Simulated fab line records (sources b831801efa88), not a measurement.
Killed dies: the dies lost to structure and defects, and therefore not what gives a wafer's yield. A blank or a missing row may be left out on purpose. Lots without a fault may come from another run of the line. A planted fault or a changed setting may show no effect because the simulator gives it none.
Which tool was responsible? || flow gf180mcu || 14 lots with 42 wafers sampled at 3 steps, on a route of 602 steps

## WHAT THE GAUGES SHOWED, per wafer
GF_HV_LDD_CD_MEAS_31: the cd target is 400 nm. Usual: cd_nm 399.9 nm, standard deviation 2.
{"lot": "L599", "measured": "day 11 20:55", "on": "cd_sem-02", "cd_nm (nm)": "396.3 397.1 396.9", "flag": ""}
{"lot": "L601", "measured": "day 12 17:06", "on": "cd_sem-01", "cd_nm (nm)": "401.7 401.6 400.8", "flag": ""}
{"lot": "L602", "measured": "day 12 22:36", "on": "cd_sem-02", "cd_nm (nm)": "401.1 399.4 402.8", "flag": ""}
{"lot": "L603", "measured": "day 13 06:05", "on": "cd_sem-01", "cd_nm (nm)": "402.3 399.1 399.9", "flag": ""}
{"lot": "L604", "measured": "day 13 09:37", "on": "cd_sem-01", "cd_nm (nm)": "396.9 397.0 398.3", "flag": ""}
{"lot": "L605", "measured": "day 13 19:29", "on": "cd_sem-02", "cd_nm (nm)": "402.5 402.0 400.8", "flag": ""}
{"lot": "L606", "measured": "day 14 03:41", "on": "cd_sem-01", "cd_nm (nm)": "403.4 401.4 402.5", "flag": ""}
{"lot": "L614", "measured": "day 16 19:09", "on": "cd_sem-02", "cd_nm (nm)": "398.2 398.2 401.9", "flag": ""}
{"lot": "L616", "measured": "day 17 11:16", "on": "cd_sem-01", "cd_nm (nm)": "400.8 398.4 399.0", "flag": ""}
{"lot": "L617", "measured": "day 17 16:01", "on": "cd_sem-02", "cd_nm (nm)": "401.3 400.4 400.7", "flag": ""}
{"lot": "L618", "measured": "day 17 23:08", "on": "cd_sem-02", "cd_nm (nm)": "400.3 398.5 397.5", "flag": ""}
{"lot": "L619", "measured": "day 18 04:02", "on": "cd_sem-01", "cd_nm (nm)": "395.0 399.0 398.7", "flag": ""}
{"lot": "L620", "measured": "day 18 12:38", "on": "cd_sem-02", "cd_nm (nm)": "401.9 399.4 400.9", "flag": ""}
{"lot": "L621", "measured": "day 19 00:29", "on": "cd_sem-02", "cd_nm (nm)": "398.9 397.3 397.0", "flag": ""}

GF_SALICIDE_RS_MEAS_04: uses a four-point probe to measure. Usual: SALICIDE_TIN_RS 16.2 ohm/sq, standard deviation 0.35.
{"lot": "L599", "measured": "day 15 10:11", "on": "film_metro-03", "SALICIDE_TIN_RS (ohm/sq)": "15.7 16.0 15.7", "flag": ""}
{"lot": "L601", "measured": "day 16 10:44", "on": "film_metro-04", "SALICIDE_TIN_RS (ohm/sq)": "16.2 16.7 16.1", "flag": ""}
{"lot": "L602", "measured": "day 16 15:52", "on": "film_metro-02", "SALICIDE_TIN_RS (ohm/sq)": "16.4 16.0 16.4", "flag": ""}
{"lot": "L603", "measured": "day 17 00:35", "on": "film_metro-02", "SALICIDE_TIN_RS (ohm/sq)": "16.1 16.2 16.4", "flag": ""}
{"lot": "L604", "measured": "day 17 04:57", "on": "film_metro-03", "SALICIDE_TIN_RS (ohm/sq)": "16.6 16.2 16.5", "flag": ""}
{"lot": "L605", "measured": "day 17 15:42", "on": "film_metro-02", "SALICIDE_TIN_RS (ohm/sq)": "15.9 16.1 16.1", "flag": ""}
{"lot": "L606", "measured": "day 18 02:00", "on": "film_metro-02", "SALICIDE_TIN_RS (ohm/sq)": "15.7 16.1 15.6", "flag": ""}
{"lot": "L614", "measured": "day 21 00:15", "on": "film_metro-03", "SALICIDE_TIN_RS (ohm/sq)": "16.9 16.9 16.8", "flag": ""}
{"lot": "L616", "measured": "day 21 15:17", "on": "film_metro-03", "SALICIDE_TIN_RS (ohm/sq)": "16.0 15.9 15.9", "flag": ""}
{"lot": "L617", "measured": "day 21 22:58", "on": "film_metro-02", "SALICIDE_TIN_RS (ohm/sq)": "15.6 16.0 15.5", "flag": ""}
{"lot": "L618", "measured": "day 22 04:38", "on": "film_metro-02", "SALICIDE_TIN_RS (ohm/sq)": "16.5 16.1 16.5", "flag": ""}
{"lot": "L619", "measured": "day 22 09:23", "on": "film_metro-03", "SALICIDE_TIN_RS (ohm/sq)": "15.9 16.0 15.8", "flag": ""}
{"lot": "L620", "measured": "day 22 17:57", "on": "film_metro-03", "SALICIDE_TIN_RS (ohm/sq)": "16.7 16.1 16.9", "flag": ""}
{"lot": "L621", "measured": "day 23 05:37", "on": "film_metro-03", "SALICIDE_TIN_RS (ohm/sq)": "16.6 17.1 16.6", "flag": ""}

## WHICH TOOL RAN EACH LOT (tool, then ch and the chambers of the sampled wafers, then the start)
{"lot": "L599", "GF_SAB_CVD_00": "pecvd-04 ch 0,2, day 14 12:32"}
{"lot": "L601", "GF_SAB_CVD_00": "pecvd-02 ch 0,1, day 15 12:11"}
{"lot": "L602", "GF_SAB_CVD_00": "pecvd-01 ch 1,2, day 15 17:36"}
{"lot": "L603", "GF_SAB_CVD_00": "pecvd-02 ch 0,1,2, day 16 01:37"}
{"lot": "L604", "GF_SAB_CVD_00": "pecvd-02 ch 0,1,2, day 16 05:41"}
{"lot": "L605", "GF_SAB_CVD_00": "pecvd-04 ch 0,1,2, day 16 17:01"}
{"lot": "L606", "GF_SAB_CVD_00": "pecvd-02 ch 0,1,2, day 17 02:29"}
{"lot": "L614", "GF_SAB_CVD_00": "pecvd-04 ch 1,2, day 19 23:44"}
{"lot": "L616", "GF_SAB_CVD_00": "pecvd-01 ch 1,2, day 20 14:58"}
{"lot": "L617", "GF_SAB_CVD_00": "pecvd-02 ch 0,1,2, day 20 22:25"}
{"lot": "L618", "GF_SAB_CVD_00": "pecvd-01 ch 0,1, day 21 04:18"}
{"lot": "L619", "GF_SAB_CVD_00": "pecvd-02 ch 0,2, day 21 09:47"}
{"lot": "L620", "GF_SAB_CVD_00": "pecvd-04 ch 1,2, day 21 18:00"}
{"lot": "L621", "GF_SAB_CVD_00": "pecvd-01 ch 0,1, day 22 05:47"}
- GF_SAB_CVD_00: deposits SiO2 from TEOS, target thk 50 nm, time 4.9302 s.

## WHAT THE TOOLS THEMSELVES READ (means of the sampled wafers that have a number; where no wafer has one, the mark that the record gives instead)
GF_SAB_CVD_00. Usual: heater_power_w 598 W, standard deviation 92; rf_fwd_power_W 587.1 W, standard deviation 2.3.
{"lot": "L599", "tool": "pecvd-04", "heater_power_w (W)": 657, "rf_fwd_power_W (W)": 586.2, "flag": ""}
{"lot": "L601", "tool": "pecvd-02", "heater_power_w (W)": 548, "rf_fwd_power_W (W)": 583.9, "flag": ""}
{"lot": "L602", "tool": "pecvd-01", "heater_power_w (W)": 722, "rf_fwd_power_W (W)": 588.2, "flag": ""}
{"lot": "L603", "tool": "pecvd-02", "heater_power_w (W)": 575, "rf_fwd_power_W (W)": 584.2, "flag": ""}
{"lot": "L604", "tool": "pecvd-02", "heater_power_w (W)": 513, "rf_fwd_power_W (W)": 562.3, "flag": "OFF"}
{"lot": "L605", "tool": "pecvd-04", "heater_power_w (W)": 602, "rf_fwd_power_W (W)": 587.9, "flag": ""}
{"lot": "L606", "tool": "pecvd-02", "heater_power_w (W)": 541, "rf_fwd_power_W (W)": 563.1, "flag": "OFF"}
{"lot": "L614", "tool": "pecvd-04", "heater_power_w (W)": 680, "rf_fwd_power_W (W)": 588.7, "flag": ""}
{"lot": "L616", "tool": "pecvd-01", "heater_power_w (W)": 623, "rf_fwd_power_W (W)": 589.0, "flag": ""}
{"lot": "L617", "tool": "pecvd-02", "heater_power_w (W)": 558, "rf_fwd_power_W (W)": 585.8, "flag": ""}
{"lot": "L618", "tool": "pecvd-01", "heater_power_w (W)": 614, "rf_fwd_power_W (W)": 585.9, "flag": ""}
{"lot": "L619", "tool": "pecvd-02", "heater_power_w (W)": 568, "rf_fwd_power_W (W)": 586.3, "flag": ""}
{"lot": "L620", "tool": "pecvd-04", "heater_power_w (W)": 662, "rf_fwd_power_W (W)": 588.8, "flag": ""}
{"lot": "L621", "tool": "pecvd-01", "heater_power_w (W)": 573, "rf_fwd_power_W (W)": 586.5, "flag": ""}

## THE ANSWER, worked out from the rows above alone
Rule: a lot counts as off when the mean over its wafers that have a number is more than 3 standard deviations away from the usual mean. A lot without any number at a reading at which 4 lots or more have one is off too. Where the step has rows for the other lots, those lots are counted as sound. Order of review: gauges by route order, followed by the tools' own readings, for which a lot's mean as printed above is used. At the first step where some lot is off, the reading lying furthest off is the one used; lots without a number count as furthest.
Off, at GF_SAB_CVD_00 on rf_fwd_power_W: L604, L606.
If a tool, at that step or one of the process steps before it, ran each lot that is off and ran no sound lot following the first of them, it fits. None of those tried fits.

## WHAT HAD BEEN PUT IN BY THE SIMULATOR
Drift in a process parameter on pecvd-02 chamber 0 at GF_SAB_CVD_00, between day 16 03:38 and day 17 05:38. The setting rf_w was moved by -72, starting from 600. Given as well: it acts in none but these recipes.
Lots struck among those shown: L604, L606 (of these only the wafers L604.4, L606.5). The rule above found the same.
